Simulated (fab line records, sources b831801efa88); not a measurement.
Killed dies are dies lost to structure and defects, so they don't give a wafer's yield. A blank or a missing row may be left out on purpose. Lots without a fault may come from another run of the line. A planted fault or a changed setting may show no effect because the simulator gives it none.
Chamber matching | flow sky130 | SKY_CAPM_CVD_00 on pecvd-04: 3 sister chambers
The step deposits SiO2, target thk 15.5 nm. 16 wafers are shown with their chamber, then 8 later ones without.

WAFERS WITH THEIR CHAMBER
wafer  | chamber | heater_power_w (W) | heater_power_outer_w (W)
L079.2 | 1       | 793                | 445
L079.3 | 0       | 605                | 341
L079.5 | 2       | 534                | 291
L080.1 | 0       | 652                | 388
L080.4 | 0       | 669                | 388
L080.5 | 0       | 657                | 390
L081.1 | 0       | 746                | 433
L081.5 | 2       | 498                | 262
L081.6 | 0       | 733                | 421
L082.2 | 1       | 817                | 464
L082.3 | 2       | 534                | 286
L082.5 | 1       | 808                | 463
L086.1 | 1       | 740                | 409
L086.3 | 2       | 537                | 291
L086.4 | 2       | 528                | 282
L091.1 | 1       | 774                | 436

SIGNATURES (means of the wafers above)
reading              | chamber 0 | chamber 1 | chamber 2 | scatter within a chamber
heater_power_w       | 677.00    | 786.40    | 526.20    | 38.2
heater_power_outer_w | 393.50    | 443.40    | 282.40    | 24.5
Rule: a wafer's distance from a chamber is the root of the sum, over the readings, of the square of ((its reading less the chamber's mean) divided by the reading's scatter). The wafer belongs to the nearest chamber; if the next one is less than 2 further off, it can't be placed. The scatter: the root of (the sum of the squares of (reading less its chamber's mean) over the shown wafers, divided by (wafers less chambers)).

WAFERS WITHOUT THEIR CHAMBER
wafer  | heater_power_w (W) | heater_power_outer_w (W)
L091.2 | 587                | 321
L091.3 | 731                | 443
L092.2 | 716                | 438
L092.3 | 570                | 319
L092.5 | 796                | 453
L094.2 | 732                | 428
L094.3 | 802                | 454
L094.4 | 710                | 448

WHICH CHAMBER EACH WENT THROUGH
wafer  | from the rows above     | in truth
L091.2 | can't be placed: 2 or 0 | 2
L091.3 | can't be placed: 1 or 0 | 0
L092.2 | can't be placed: 1 or 0 | 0
L092.3 | 2                       | 2
L092.5 | 1                       | 1
L094.2 | can't be placed: 1 or 0 | 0
L094.3 | 1                       | 1
L094.4 | can't be placed: 1 or 0 | 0
Placed correctly: 3 of 8. Can't be placed from these rows: 5 (the true chamber is among the candidates in 5). Placed wrongly: 0.
